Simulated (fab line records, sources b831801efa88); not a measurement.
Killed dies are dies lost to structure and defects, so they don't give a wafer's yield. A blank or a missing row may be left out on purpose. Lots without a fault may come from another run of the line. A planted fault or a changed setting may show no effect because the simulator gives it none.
fab line records | flow sky130
record lots=6 wafers=16 last_day=49
route steps=708 shown VIA3@591 METAL4@598 CAP2M@603 PAD_OPEN@708
lots that met no fault: from a run of the same line without faults
start_h: hours from the record's first day to the start of the lot's first wafer shown | wait_h: hours since the lot's step before | " the same as in the row above | L1.1+2: a row that stands for several wafers | - no value, or no start given | * or withheld: withheld | < > ~ a bound
route shown NAME@n: a module of which the file shows steps, and the number in the route of the first | usual: mean/standard deviation of fault-free wafers | same: alike in all rows | chamber/n: place in a boat | sites: the reading at each site | _std_site: their standard deviation | _edge_site: outer sites' mean less inner sites' | radius_mm: how far each site lies from the wafer's centre | mask NAME#n: copy n | behind: the tool/chamber that last shaped the wafer | hold: why the lot was held/for how many hours/how that ended | device: the transistor (n, p or np) that didn't switch | end of line: the same wafers' tests at the end of the route | a step without rows: its recipe alone | killed: dies lost to structure and defects at the first sort, not the wafer's yield | map: a wafer's dies, x killed, . not, _ none there
set.NAME: the setting as run; set.NAME@STEP: as run at that earlier step | model.NAME: the simulator's own value behind a step, which no gauge read
lots at some steps of the route; a table a step, a row a wafer
services: from which hour (start_h, from the record's first day; less than 0 if before it) a tool's chamber was out of use, for how many hours, and why
## steps
# step SKY_VIA3_CLEAN_18
# recipe chemistry=IPA time_s=180 temp_c=25
# step SKY_VIA3_CLEAN_19
# recipe chemistry=O3/DIW dry=n2_spin
# step SKY_VIA3_SPUTTER_20
# recipe material=TiN target_thk_nm=20 chamber_pressure_pa=5 power_w=4000 time_s=80
# step SKY_VIA3_CVD_21
# recipe material=W target_thk_nm=390 time_s=117.31 temp_c=400 pressure_torr=40
# step SKY_VIA3_RS_MEAS_22
# recipe thk_meas_gauge=four-point-probe reads=W_of_VIA3_CVD_21+TiN_of_VIA3_SPUTTER_20
# usual VIA3_W_RS=0.292/0.0036
# columns lot.wafer tool chamber start_h wait_h VIA3_W_RS[ohm/sq]
L201.3 film_metro-01 - 974.04 0.1 0.287
L201.5 " - " " 0.294
L201.6 " - " " 0.288
L206.1 film_metro-01 - 994.21 0.1 0.290
L207.1 film_metro-01 - 1002.58 0.1 0.286
L207.2 " - " " 0.289
L207.4 " - " " 0.287
L208.3 film_metro-04 - 1008.97 0.1 0.291
L208.5 " - " " 0.294
L208.6 " - " " 0.295
L214.3 film_metro-04 - 1049.46 0.1 0.292
L214.4 " - " " 0.289
L214.5 " - " " 0.294
L217.3 film_metro-04 - 1060.82 0.1 0.288
L217.5 " - " " 0.288
L217.6 " - " " 0.296
# step SKY_VIA3_THK_MEAS_23
# recipe thk_meas_gauge=xrf reads=W_of_VIA3_CVD_21
# usual VIA3_W_THK=403/7.6
# columns lot.wafer tool chamber start_h wait_h VIA3_W_THK[nm]
L201.3 film_metro-01 - 974.14 0.1 410
L201.5 " - " " 399
L201.6 " - " " 410
L206.1 film_metro-01 - 994.33 0.1 404
L207.1 film_metro-01 - 1002.70 0.1 409
L207.2 " - " " 406
L207.4 " - " " 406
L208.3 film_metro-04 - 1009.07 0.1 414
L208.5 " - " " 407
L208.6 " - " " 407
L214.3 film_metro-04 - 1049.56 0.1 407
L214.4 " - " " 409
L214.5 " - " " 399
L217.3 film_metro-04 - 1060.92 0.1 418
L217.5 " - " " 418
L217.6 " - " " 407
# step SKY_VIA3_CMP_24
# recipe stop_on=SiO2 t_overpolish_s=20 down_force_psi=3.5 platen_rpm=60 target_thk_nm=0 pad_velocity_m_s=0.94248
# usual head_pressure_psi=3.498/0.0073 motor_current_A=10.9/0.85 overpolish_run_s=20.001/0.009 time_to_endpoint_s=96/3.9
# columns lot.wafer tool chamber start_h wait_h head_pressure_psi motor_current_A overpolish_run_s time_to_endpoint_s
L201.3 cmp-02 3 974.33 0.2 3.504 11.9 20.011 95
L201.5 " 0 " " 3.499 11.0 20.005 99
L201.6 " 1 " " 3.487 10.7 19.990 94
L206.1 cmp-01 1 994.49 0.1 3.503 10.4 19.977 100
L207.1 cmp-02 3 1002.81 0.1 3.501 12.0 19.995 93
L207.4 " 0 " " 3.494 11.4 20.003 92
L207.2 " 1 " " 3.495 11.8 19.991 88
L208.3 cmp-01 2 1009.21 0.1 3.487 11.3 20.004 99
L208.5 " 0 " " 3.497 11.6 19.998 96
L208.6 " 1 " " 3.502 10.5 19.996 102
L214.3 cmp-01 0 1049.60 0.0 3.495 11.2 20.015 94
L214.4 " 3 " " 3.499 9.6 20.023 103
L214.5 " 1 " " 3.491 10.8 19.995 99
L217.3 cmp-02 0 1061.11 0.2 3.502 11.0 20.012 99
L217.5 " 1 " " 3.497 11.6 19.996 89
L217.6 " 2 " " 3.500 9.9 20.011 97
# step SKY_METAL4_SPUTTER_00
# recipe material=Ti target_thk_nm=15 power_w=3000 time_s=10 chamber_pressure_pa=0.4
# usual cathode_dc_power_W=3000.1/0.54 throttle_valve_pct=30.2/1.1
# columns lot.wafer tool chamber start_h wait_h cathode_dc_power_W throttle_valve_pct
L201.3 pvd_sputter-02 - 974.48 0.1 3000.3 29.4
L201.5 " - " " 2999.1 29.4
L201.6 " - " " 3001.0 31.5
L206.1 pvd_sputter-02 - 994.69 0.1 3000.0 29.3
L207.1 pvd_sputter-03 - 1003.06 0.2 3000.3 30.0
L207.2 " - " " 3001.0 31.9
L207.4 " - " " 3000.1 28.2
L208.3 pvd_sputter-01 - 1009.41 0.1 2999.7 31.0
L208.5 " - " " 2999.4 30.5
L208.6 " - " " 3000.2 30.8
L214.3 pvd_sputter-01 - 1049.90 0.2 3000.8 30.4
L214.4 " - " " 3000.9 29.8
L214.5 " - " " 3000.7 30.7
L217.3 pvd_sputter-02 - 1061.26 0.1 3000.3 29.6
L217.5 " - " " 3000.5 29.5
L217.6 " - " " 2999.1 31.2
# step SKY_METAL4_SPUTTER_01
# recipe material=TiN target_thk_nm=20 power_w=6500 time_s=16.7 chamber_pressure_pa=0.4
# step SKY_METAL4_SPUTTER_02
# recipe material=AlCu target_thk_nm=735 power_w=10600 time_s=39.1 chamber_pressure_pa=0.4
# step SKY_METAL4_SPUTTER_03
# recipe material=Ti target_thk_nm=5 power_w=3000 time_s=3.3 chamber_pressure_pa=0.4
# step SKY_METAL4_SPUTTER_04
# recipe material=TiN target_thk_nm=70 power_w=6500 time_s=58.3 chamber_pressure_pa=0.4
# step SKY_CAP2M_CVD_00
# recipe material=SiO2 target_thk_nm=15.5 temp_c=400 time_s=withheld rf_w=450
# usual heater_power_w=760/94
# columns lot.wafer tool chamber start_h wait_h heater_power_w model.SiO2_of_CAP2M_CVD_00.thk_nm
L201.3 pecvd-03 0 974.63 0.0 846 15.2
L201.5 " 0 " " 836 15.57
L201.6 " 1 " " 761 14.45
L206.1 pecvd-03 1 994.84 0.0 809 14.2
L207.1 pecvd-04 1 1003.21 0.0 808 15.8
L207.2 " 2 " " 645 15.53
L207.4 " 1 " " 790 15.85
L208.3 pecvd-04 1 1009.56 0.0 922 15.36
L208.5 " 2 " " 594 15.4
L208.6 " 0 " " 805 15.46
L214.3 pecvd-03 0 1050.06 0.0 750 15.79
L214.4 " 2 " " 739 15.75
L214.5 " 0 " " 722 15.82
L217.3 pecvd-03 2 1061.43 0.0 680 15.56
L217.5 " 2 " " 695 15.56
L217.6 " 0 " " 796 15.81
# step SKY_CAP2M_THK_MEAS_01
# recipe reads=SiO2_of_CAP2M_CVD_00
# usual CAP2M_CVD_00_THK=15.47/0.24
# columns lot.wafer tool chamber start_h wait_h CAP2M_CVD_00_THK[nm]
L201.3 film_metro-04 - 974.67 - 15.22
L201.5 " - " " 15.62
L201.6 " - " " 14.43
L206.1 film_metro-03 - 994.86 - 14.18
L207.1 film_metro-04 - 1003.23 - 15.84
L207.2 " - " " 15.52
L207.4 " - " " 15.86
L208.3 film_metro-02 - 1009.60 - 15.35
L208.5 " - " " 15.43
L208.6 " - " " 15.48
L214.3 film_metro-02 - 1050.10 - 15.79
L214.4 " - " " 15.74
L214.5 " - " " 15.82
L217.3 film_metro-03 - 1061.47 - 15.54
L217.5 " - " " 15.58
L217.6 " - " " 15.83
# step SKY_CAP2M_SPUTTER_02
# recipe material=TiN target_thk_nm=200 temp_c=300 power_w=6500 time_s=166.7 chamber_pressure_pa=0.4
# usual cathode_dc_power_W=6500.1/1.2 throttle_valve_pct=30.2/1.3
# columns lot.wafer tool chamber start_h wait_h cathode_dc_power_W throttle_valve_pct
L201.3 pvd_sputter-01 - 974.71 0.0 6499.4 31.9
L201.5 " - " " 6499.1 30.8
L201.6 " - " " 6502.2 31.7
L206.1 pvd_sputter-04 - 994.92 0.1 6500.2 28.4
L207.1 pvd_sputter-01 - 1003.29 0.1 6499.2 30.8
L207.2 " - " " 6498.9 32.0
L207.4 " - " " 6500.3 29.4
L208.3 pvd_sputter-04 - 1009.64 0.0 6498.6 28.7
L208.5 " - " " 6502.3 28.4
L208.6 " - " " 6499.5 31.6
L214.3 pvd_sputter-02 - 1050.14 0.0 6503.0 31.6
L214.4 " - " " 6501.0 29.1
L214.5 " - " " 6500.1 29.4
L217.3 pvd_sputter-04 - 1061.51 0.0 6500.0 31.7
L217.5 " - " " 6500.7 31.7
L217.6 " - " " 6499.9 30.7
# step SKY_CAP2M_RS_MEAS_03
# recipe thk_meas_gauge=four-point-probe reads=TiN_of_CAP2M_SPUTTER_02
# usual CAP2M_TIN_RS=6.90/0.067
# columns lot.wafer tool chamber start_h wait_h CAP2M_TIN_RS[ohm/sq]
L201.3 film_metro-02 - 974.86 0.1 6.90
L201.5 " - " " 6.96
L201.6 " - " " 6.91
L206.1 film_metro-03 - 995.03 0.1 6.82
L207.1 film_metro-03 - 1003.40 0.1 6.88
L207.2 " - " " 6.87
L207.4 " - " " 6.88
L208.3 film_metro-02 - 1009.79 0.1 6.81
L208.5 " - " " 6.91
L208.6 " - " " 6.76
L214.3 film_metro-03 - 1050.29 0.1 6.89
L214.4 " - " " 7.08
L214.5 " - " " 6.95
L217.3 film_metro-02 - 1061.66 0.1 6.84
L217.5 " - " " 6.79
L217.6 " - " " 6.82
# step SKY_CAP2M_THK_MEAS_04
# recipe thk_meas_gauge=xrf reads=TiN_of_CAP2M_SPUTTER_02
# usual CAP2M_TIN_THK=203.2/1.9
# columns lot.wafer tool chamber start_h wait_h CAP2M_TIN_THK[nm]
L201.3 film_metro-02 - 974.96 0.1 203.5
L201.5 " - " " 200.2
L201.6 " - " " 202.7
L206.1 film_metro-03 - 995.15 0.1 206.4
L207.1 film_metro-03 - 1003.52 0.1 203.7
L207.2 " - " " 204.6
L207.4 " - " " 205.0
L208.3 film_metro-02 - 1009.89 0.1 204.2
L208.5 " - " " 203.4
L208.6 " - " " 206.1
L214.3 film_metro-03 - 1050.39 0.1 203.9
L214.4 " - " " 199.1
L214.5 " - " " 201.3
L217.3 film_metro-02 - 1061.76 0.1 204.0
L217.5 " - " " 204.7
L217.6 " - " " 204.1
# step SKY_CAP2M_DEHYDRATE_05
# recipe temp_c=200 time_s=60
# step SKY_CAP2M_HMDS_06
# recipe prime_time_s=60 prime_temp_c=120
# step SKY_CAP2M_COAT_07
# recipe resist=NOVOLAK spin_rpm=3000 resist_thk_nm=1140
# step SKY_CAP2M_SOFTBAKE_08
# recipe temp_c=90 time_s=60 resist=NOVOLAK
# step SKY_CAP2M_EXPOSE_09
# recipe mask_id=CAP2M na=0.6 source_shape=conventional sigma_outer=0.6 polarization=unpolarized target_cd_nm=1000 dose_mj=159
# step SKY_CAP2M_PEB_10
# recipe temp_c=withheld time_s=* resist=NOVOLAK
# step SKY_CAP2M_DEVELOP_11
# recipe resist=NOVOLAK developer=TMAH develop_time_s=60 dev_temp_c=23
# step SKY_CAP2M_OVL_MEAS_12
# usual CAP2M_OVL=-0.7/1.5
# columns lot.wafer tool chamber start_h wait_h CAP2M_OVL[nm]
L201.3 overlay-02 - 998.16 0.1 2.0
L201.5 " - " " 1.5
L201.6 " - " " 0.1
L206.1 overlay-01 - 1017.60 0.1 -0.1
L207.1 overlay-01 - 1025.46 0.1 0.9
L207.2 " - " " 0.4
L207.4 " - " " -0.1
L208.3 overlay-01 - 1032.46 0.1 -0.5
L208.5 " - " " 0.0
L208.6 " - " " 0.4
L214.3 overlay-01 - 1070.92 0.1 2.3
L214.4 " - " " -2.0
L214.5 " - " " 0.7
L217.3 overlay-01 - 1083.11 0.1 1.0
L217.5 " - " " 0.3
L217.6 " - " " -0.2
# step SKY_CAP2M_METAL_ETCH_13
# recipe target_depth_nm=220 stop_on=SiO2 chemistry=Cl2/BCl3 target=TiN pressure_mtorr=10 icp_w=900 bias_w=48.5 Cl2_flow_sccm=60 bcl3_flow_sccm=30 time_s=62.9
# usual drypump_motor_current_A=5.82/0.3 oes_product_au=0.942/0.0066 throttle_valve_pct=21.901/0.0092
# columns lot.wafer tool chamber start_h wait_h drypump_motor_current_A oes_product_au rf_hours_counter_h throttle_valve_pct
L201.3 rie_metal-02 1 998.21 0.0 5.70 0.938 - 21.903
L201.5 " 1 " " 5.69 0.938 - 21.902
L201.6 " 0 " " 5.59 0.948 - 21.906
L206.1 rie_metal-01 0 1017.64 0.0 6.41 0.939 6 21.892
L207.1 rie_metal-02 0 1025.49 0.0 5.62 0.941 13 21.893
L207.2 " 1 " " 5.69 0.942 12 21.897
L207.4 " 0 " " 5.62 0.949 - 21.899
L208.3 rie_metal-01 1 1032.51 0.0 6.23 0.956 - 21.893
L208.5 " 1 " " 6.24 0.940 - 21.897
L208.6 " 0 " " 6.42 0.956 - 21.902
L214.3 rie_metal-02 0 1070.97 0.0 5.61 0.941 - 21.898
L214.4 " 1 " " 5.71 0.925 - 21.908
L214.5 " 0 " " 5.61 0.928 - 21.900
L217.3 rie_metal-02 0 1083.16 0.0 5.61 0.941 - 21.905
L217.5 " 1 " " 5.68 0.954 - 21.905
L217.6 " 0 " " 5.60 0.949 - 21.897
# step SKY_CAP2M_STRIP_14
# recipe chemistry=O2/N2 power_w=1400 pressure_mtorr=1500 platen_temp_c=withheld o2_flow_sccm=3125 n2_flow_sccm=300 overash_fraction=0.5
# step SKY_CAP2M_STRIP_15
# recipe chemistry=post_etch_residue_remover time_s=1200 temp_c=72.5
# step SKY_CAP2M_CLEAN_16
# recipe chemistry=IPA time_s=180 temp_c=25
# step SKY_CAP2M_CLEAN_17
# recipe chemistry=O3/DIW dry=n2_spin
# step SKY_METAL4_DEHYDRATE_05
# recipe temp_c=200 time_s=60
# step SKY_METAL4_HMDS_06
# recipe prime_time_s=60 prime_temp_c=120
# step SKY_METAL4_COAT_07
# recipe resist=BARC temp_c=withheld time_s=withheld spin_rpm=3000 resist_thk_nm=60
# step SKY_METAL4_COAT_08
# recipe resist=KrF-thick spin_rpm=3000 resist_thk_nm=1140
# step SKY_METAL4_SOFTBAKE_09
# recipe temp_c=100 time_s=90 resist=KrF-thick
# step SKY_METAL4_EXPOSE_10
# recipe mask_id=MM4 na=0.68 source_shape=annular sigma_inner=0.4 sigma_outer=0.8 target_cd_nm=300 dose_mj=28
# step SKY_METAL4_PEB_11
# recipe peb_temp_c=withheld peb_time_s=withheld resist=KrF-thick
# step SKY_METAL4_DEVELOP_12
# recipe develop_time_s=60 resist=KrF-thick dev_temp_c=21
# step SKY_METAL4_CD_MEAS_13
# recipe target_cd_nm=300
# usual cd_nm=300.3/1.4
# columns lot.wafer tool chamber start_h wait_h cd_nm
L201.3 cd_sem-02 - 1022.49 - 302.1
L201.5 " - " " 302.0
L201.6 " - " " 301.5
L206.1 cd_sem-01 - 1040.50 - 300.3
L207.1 cd_sem-01 - 1048.70 - 300.1
L207.2 " - " " 299.1
L207.4 " - " " 300.4
L208.3 cd_sem-01 - 1054.48 - 297.3
L208.5 " - " " 298.2
L208.6 " - " " 298.0
L214.3 cd_sem-02 - 1092.49 - 298.3
L214.4 " - " " 297.4
L214.5 " - " " 298.8
L217.3 cd_sem-02 - 1104.34 - 303.0
L217.5 " - " " 303.9
L217.6 " - " " 304.6
# step SKY_METAL4_OVL_MEAS_14
# usual METAL4_OVL=3/5.9
# columns lot.wafer tool chamber start_h wait_h METAL4_OVL[nm]
L201.3 overlay-02 - 1022.58 0.1 -3
L201.5 " - " " 5
L201.6 " - " " 5
L206.1 overlay-02 - 1040.62 0.1 15
L207.1 overlay-02 - 1048.82 0.1 4
L207.2 " - " " -1
L207.4 " - " " -5
L208.3 overlay-02 - 1054.57 0.1 -10
L208.5 " - " " -5
L208.6 " - " " -10
L214.3 overlay-02 - 1092.58 0.1 4
L214.4 " - " " 2
L214.5 " - " " 1
L217.3 overlay-02 - 1104.43 0.1 -1
L217.5 " - " " 2
L217.6 " - " " 8
# step SKY_METAL4_DESCUM_15
# recipe chemistry=O2 source_power_w=150 bias_power_w=0 pressure_mtorr=10 temp_c=40 time_s=8
# step SKY_METAL4_ETCH_16
# recipe chemistry=N2/H2 target=BARC ion_energy_ev=200 bias_w=100 pressure_mtorr=30 n2_flow_sccm=100 h2_flow_sccm=200 icp_w=500 stop_on=SiO2 time_s=85.54 target_depth_a=600
# usual drypump_motor_current_A=5.83/0.28 oes_product_au=0.633/0.0046 throttle_valve_pct=13.206/0.0091
# columns lot.wafer tool chamber start_h wait_h drypump_motor_current_A oes_product_au rf_hours_counter_h throttle_valve_pct
L201.3 rie_metal-04 1 1022.67 0.0 6.01 0.629 - 13.198
L201.5 " 0 " " 5.72 0.637 - 13.211
L201.6 " 1 " " 6.02 0.641 - 13.214
L206.1 rie_metal-04 1 1040.69 0.0 6.01 0.630 17 13.199
L207.1 rie_metal-03 0 1048.89 0.0 5.54 0.633 14 13.212
L207.2 " 1 " " 5.72 0.642 21 13.193
L207.4 " 1 " " 5.73 0.626 - 13.217
L208.3 rie_metal-03 1 1054.66 0.0 5.73 0.634 - 13.199
L208.5 " 1 " " 5.77 0.631 - 13.201
L208.6 " 0 " " 5.55 0.635 - 13.212
L214.3 rie_metal-04 1 1092.67 0.0 6.03 0.627 - 13.202
L214.4 " 0 " " 5.70 0.638 - 13.184
L214.5 " 1 " " 6.05 0.630 - 13.201
L217.3 rie_metal-04 0 1104.52 0.0 5.69 0.631 - 13.212
L217.5 " 0 " " 5.71 0.630 - 13.215
L217.6 " 1 " " 6.05 0.632 - 13.210
# step SKY_METAL4_ETCH_17
# recipe target=SiO2 stop_on=TiN chemistry=C4F8/O2/Ar source_w=1500 bias_w=1200 pressure_mtorr=40 c4f8_flow_sccm=withheld O2_flow_sccm=6 Ar_flow_sccm=300 time_s=3.9 target_depth_a=150
# usual oes_product_au=0.753/0.0073
# columns lot.wafer tool chamber start_h wait_h oes_product_au model.etch.depth_nm
L201.3 rie_diel-03 3 1022.73 0.0 0.754 15.2
L201.5 " 2 " " 0.755 15.57
L201.6 " 1 " " 0.725 14.45
L206.1 rie_diel-02 2 1040.78 0.1 0.718 14.2
L207.1 rie_diel-02 3 1048.98 0.1 0.760 15.8
L207.2 " 1 " " 0.747 15.53
L207.4 " 1 " " 0.760 15.85
L208.3 rie_diel-02 3 1054.73 0.0 0.743 15.36
L208.5 " 2 " " 0.748 15.4
L208.6 " 3 " " 0.747 15.46
L214.3 rie_diel-01 0 1092.73 0.0 0.760 15.79
L214.4 " 1 " " 0.762 15.75
L214.5 " 2 " " 0.759 15.82
L217.3 rie_diel-01 1 1104.58 0.0 0.756 15.56
L217.5 " 0 " " 0.758 15.56
L217.6 " 3 " " 0.756 15.81
# step SKY_PAD_OPEN_PROBE_99
# usual defect_limited_yield=82.2/1.9 killed_at_M0_to_M3=44/6.7 killed_at_M4_up=3.1/1.8 killed_at_contacts=24/5.1 killed_at_front_end=16/4.7 killed_at_other=0.3/0.59 killed_dies=88/9.6 killed_open=48/7.3 killed_short=39/6.5 sort_bin_3_pad_short=0.9/0.43 sort_bin_5_function=10.6/1.6 sort_bin_6_memory=6.3/1.1 sort_n_pass=404/9.6 sort_yield_pct=82.2/1.9
# same gross_dies=492 killed_at_back_side=0 sort_bin_4_leakage[%]=0 sort_bin_8_speed[%]=0
# columns lot.wafer tool chamber start_h wait_h defect_limited_yield[%] killed_at_M0_to_M3 killed_at_M4_up killed_at_contacts killed_at_front_end killed_at_other killed_dies killed_open killed_short sort_bin_3_pad_short[%] sort_bin_5_function[%] sort_bin_6_memory[%] sort_n_pass sort_yield_pct[%] model.etest.cap_mim2.bv_v model.etest.cap_mim2.leak_log10_a_cm2 model.etest.cap_mim2.c_ff_um2
L201.3 prober-01 - 1115.24 0.2 79.9 43 2 33 21 0 99 50 49 1.0 12.6 6.5 393 79.9 13.21 -9.035 2.385
L201.5 prober-01 - 1115.34 0.2 84.3 33 3 24 17 0 77 35 42 0.6 9.6 5.5 415 84.3 13.8 -9.006 2.332
L201.6 prober-01 - 1115.39 0.2 83.3 30 6 29 17 0 82 37 45 1.4 9.1 6.1 410 83.3 12.81 -8.66 2.51
L206.1 prober-01 - 1131.27 0.1 83.3 35 8 24 15 0 82 45 37 0.8 8.3 7.5 410 83.3 12.62 -8.582 2.558
L207.1 prober-02 - 1139.85 0.1 80.7 47 7 22 18 1 95 56 39 0.6 11.8 6.9 397 80.7 14.25 -8.996 2.321
L207.2 prober-02 - 1139.90 0.1 80.9 46 3 29 16 0 94 55 39 1.2 11.2 6.7 398 80.9 13.38 -8.946 2.341
L207.4 prober-02 - 1140.00 0.2 81.1 47 3 28 15 0 93 60 33 0.8 11.6 6.5 399 81.1 13.91 -9.074 2.292
L208.3 prober-01 - 1142.76 0.2 82.1 40 2 35 11 0 88 50 38 0.8 9.3 7.7 404 82.1 13.61 -8.929 2.357
L208.5 prober-01 - 1142.86 0.2 81.1 38 1 29 23 2 93 53 38 1.2 11.6 6.1 399 81.1 13.58 -8.983 2.359
L208.6 prober-01 - 1142.91 0.2 83.1 38 4 20 21 0 83 37 44 1.4 7.9 7.5 409 83.1 13.5 -9.027 2.346
L214.3 prober-01 - 1176.33 0.2 82.7 50 2 22 11 0 85 48 36 1.2 9.8 6.3 407 82.7 13.96 -9.067 2.285
L214.4 prober-01 - 1176.38 0.2 83.5 56 5 11 9 0 81 50 30 0.8 8.9 6.7 411 83.5 14.36 -8.966 2.314
L214.5 prober-01 - 1176.43 0.2 80.7 49 4 27 15 0 95 48 47 1.2 10.2 7.9 397 80.7 13.77 -9.179 2.306
L217.3 prober-02 - 1184.15 0.2 83.3 37 2 20 23 0 82 46 35 0.8 11.2 4.7 410 83.3 14.15 -9.122 2.334
L217.5 prober-02 - 1184.25 0.2 81.9 42 3 25 19 0 89 51 36 0.8 11.4 5.9 403 81.9 13.75 -9.01 2.319
L217.6 prober-02 - 1184.30 0.2 84.6 34 3 22 17 0 76 46 29 0.6 10.0 4.9 416 84.6 14.74 -9.073 2.299
# killed by level:class
L201.3 CONTACT:geometric_particle:open=14 VIA1:geometric_particle:open=9 FIELD_ISO:geometric_particle:short=7 CONTACT:geometric_particle:short=7 FIELD_ISO:geometric_particle:open=6 VIA3:geometric_particle:open=5 VIA2:geometric_particle:short=5 METAL3:geometric_particle:short=5
L201.5 CONTACT:geometric_particle:open=9 VIA1:geometric_particle:open=7 METAL1:geometric_particle:short=6 POLY_GATE:geometric_particle:short=5 LOCAL_INTERCONNECT:geometric_particle:short=5 VIA3:geometric_particle:open=5 FIELD_ISO:geometric_particle:open=4 SPACER:geometric_particle:short=4
L201.6 CONTACT:geometric_particle:short=10 CONTACT:geometric_particle:open=10 VIA1:geometric_particle:open=7 POLY_GATE:geometric_particle:open=6 METAL1:geometric_particle:short=6 LOCAL_INTERCONNECT:geometric_particle:short=5 METAL2:geometric_particle:short=5 FIELD_ISO:geometric_particle:short=4
L206.1 VIA1:geometric_particle:open=12 CONTACT:geometric_particle:open=9 LOCAL_INTERCONNECT:geometric_particle:short=8 FIELD_ISO:geometric_particle:open=6 VIA2:geometric_particle:open=5 VIA2:geometric_particle:short=5 METAL4:geometric_particle:short=5 FIELD_ISO:geometric_particle:short=4
L207.1 VIA1:geometric_particle:open=11 LI_CONTACT:geometric_particle:open=10 VIA2:geometric_particle:open=10 CONTACT:geometric_particle:open=8 VIA1:geometric_particle:short=7 FIELD_ISO:geometric_particle:short=6 FIELD_ISO:geometric_particle:open=5 POLY_GATE:geometric_particle:open=5
L207.2 LI_CONTACT:geometric_particle:open=12 VIA1:geometric_particle:open=12 CONTACT:geometric_particle:open=8 VIA2:geometric_particle:open=7 METAL2:geometric_particle:short=7 METAL1:geometric_particle:short=6 FIELD_ISO:geometric_particle:short=5 LI_CONTACT:geometric_particle:short=5
L207.4 VIA1:geometric_particle:open=17 LI_CONTACT:geometric_particle:open=11 VIA2:geometric_particle:open=7 METAL2:geometric_particle:short=6 LOCAL_INTERCONNECT:geometric_particle:short=5 CONTACT:geometric_particle:open=5 VIA3:geometric_particle:open=4 FIELD_ISO:geometric_particle:open=4
L208.3 VIA1:geometric_particle:open=13 CONTACT:geometric_particle:open=12 LI_CONTACT:geometric_particle:open=9 CONTACT:geometric_particle:short=6 METAL1:geometric_particle:short=5 VIA1:geometric_particle:short=5 LOCAL_INTERCONNECT:geometric_particle:short=4 METAL2:geometric_particle:short=4
L208.5 CONTACT:geometric_particle:open=12 VIA1:geometric_particle:open=12 VIA3:geometric_particle:open=9 FIELD_ISO:geometric_particle:short=7 LI_CONTACT:geometric_particle:open=7 POLY_GATE:geometric_particle:short=6 LOCAL_INTERCONNECT:geometric_particle:short=5 METAL3:geometric_particle:short=3
L208.6 VIA1:geometric_particle:open=8 LI_CONTACT:geometric_particle:open=7 METAL2:geometric_particle:short=6 FIELD_ISO:geometric_particle:short=5 FIELD_ISO:geometric_particle:open=5 CONTACT:geometric_particle:short=5 VIA3:geometric_particle:open=4 VIA2:geometric_particle:open=4
L214.3 VIA1:geometric_particle:open=13 CONTACT:geometric_particle:open=10 METAL2:geometric_particle:short=8 METAL1:geometric_particle:short=7 VIA3:geometric_particle:open=6 FIELD_ISO:geometric_particle:open=5 LOCAL_INTERCONNECT:geometric_particle:short=4 VIA1:geometric_particle:short=4
L214.4 VIA1:geometric_particle:open=17 VIA3:geometric_particle:open=9 METAL1:geometric_particle:short=6 VIA3:geometric_particle:short=5 VIA2:geometric_particle:open=4 LI_CONTACT:geometric_particle:open=4 CONTACT:geometric_particle:open=4 METAL1:geometric_particle:open=4
L214.5 VIA1:geometric_particle:open=14 VIA3:geometric_particle:open=8 FIELD_ISO:geometric_particle:short=7 METAL1:geometric_particle:short=6 LI_CONTACT:geometric_particle:short=5 LI_CONTACT:geometric_particle:open=5 LOCAL_INTERCONNECT:geometric_particle:short=5 CONTACT:geometric_particle:open=5
L217.3 VIA1:geometric_particle:open=12 POLY_GATE:geometric_particle:short=9 POLY_GATE:geometric_particle:open=7 VIA2:geometric_particle:open=6 CONTACT:geometric_particle:short=5 LOCAL_INTERCONNECT:geometric_particle:short=5 CONTACT:geometric_particle:open=5 VIA3:geometric_particle:open=5
L217.5 CONTACT:geometric_particle:open=12 VIA1:geometric_particle:open=10 FIELD_ISO:geometric_particle:open=6 VIA1:geometric_particle:short=6 LI_CONTACT:geometric_particle:open=6 VIA3:geometric_particle:open=6 POLY_GATE:geometric_particle:short=4 VIA2:geometric_particle:open=4
L217.6 CONTACT:geometric_particle:open=14 POLY_GATE:geometric_particle:open=7 VIA1:geometric_particle:short=6 VIA1:geometric_particle:open=6 VIA2:geometric_particle:open=6 VIA3:geometric_particle:open=6 POLY_GATE:geometric_particle:short=4 METAL2:geometric_particle:short=3
## services
# columns tool chamber start_h hours kind
cmp-02 - 951.06 21.4 pm
rie_diel-02 3 967.10 8.3 repair
rie_diel-03 3 975.32 7.8 repair
pecvd-04 - 984.32 0.6 repair
rie_diel-03 3 987.66 3.5 repair
cmp-02 - 990.19 1.6 repair
rie_metal-04 1 993.70 12.3 repair
rie_diel-03 1 997.41 16.0 repair
pvd_sputter-02 - 1008.85 1.6 repair
cmp-02 - 1011.68 4.4 pm
rie_diel-02 3 1014.20 1.8 repair
cmp-01 - 1014.27 4.6 repair
rie_diel-03 3 1025.41 14.9 repair
pecvd-04 - 1035.50 2.8 pm
pvd_sputter-01 - 1040.28 6.3 repair
rie_diel-01 2 1047.04 2.9 repair
cmp-01 - 1052.83 3.3 repair
rie_metal-02 - 1063.49 2.8 pm
cmp-02 - 1084.44 4.0 pm
rie_diel-02 3 1086.40 4.4 repair
cmp-01 - 1088.62 6.0 pm
rie_metal-02 - 1090.22 1.0 repair
rie_diel-01 3 1099.04 2.9 repair
cmp-02 - 1104.17 4.9 pm
## key
first_sign step=SKY_CAP2M_THK_MEAS_01 reading=CAP2M_CVD_00_THK direction=down sigmas=4.9 usual=15.47 struck=14.30
effect step=SKY_METAL4_ETCH_17 reading=oes_product_au direction=down sigmas=4.3 usual=0.753 struck=0.722
model_effect step=SKY_CAP2M_CVD_00 value=SiO2_of_CAP2M_CVD_00.thk_nm without=15.42 struck=14.32
model_effect step=SKY_METAL4_ETCH_17 value=etch.depth_nm without=15.42 struck=14.32
model_effect step=SKY_PAD_OPEN_PROBE_99 value=etest.cap_mim2.bv_v without=13.68 struck=12.71
met_at SKY_CAP2M_CVD_00
struck_wafers L201.6,L206.1
earlier_fault kind=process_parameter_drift tool=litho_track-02 chamber=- onset_h=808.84 steps=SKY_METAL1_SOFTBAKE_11 channel=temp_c offset=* shape=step acts_in=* stated=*
fault kind=process_parameter_drift tool=pecvd-03 chamber=1 onset_h=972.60 steps=SKY_CAP2M_CVD_00 channel=target_thk_nm offset=-1.0949 shape=step acts_in=these_recipes_only stated=15.5
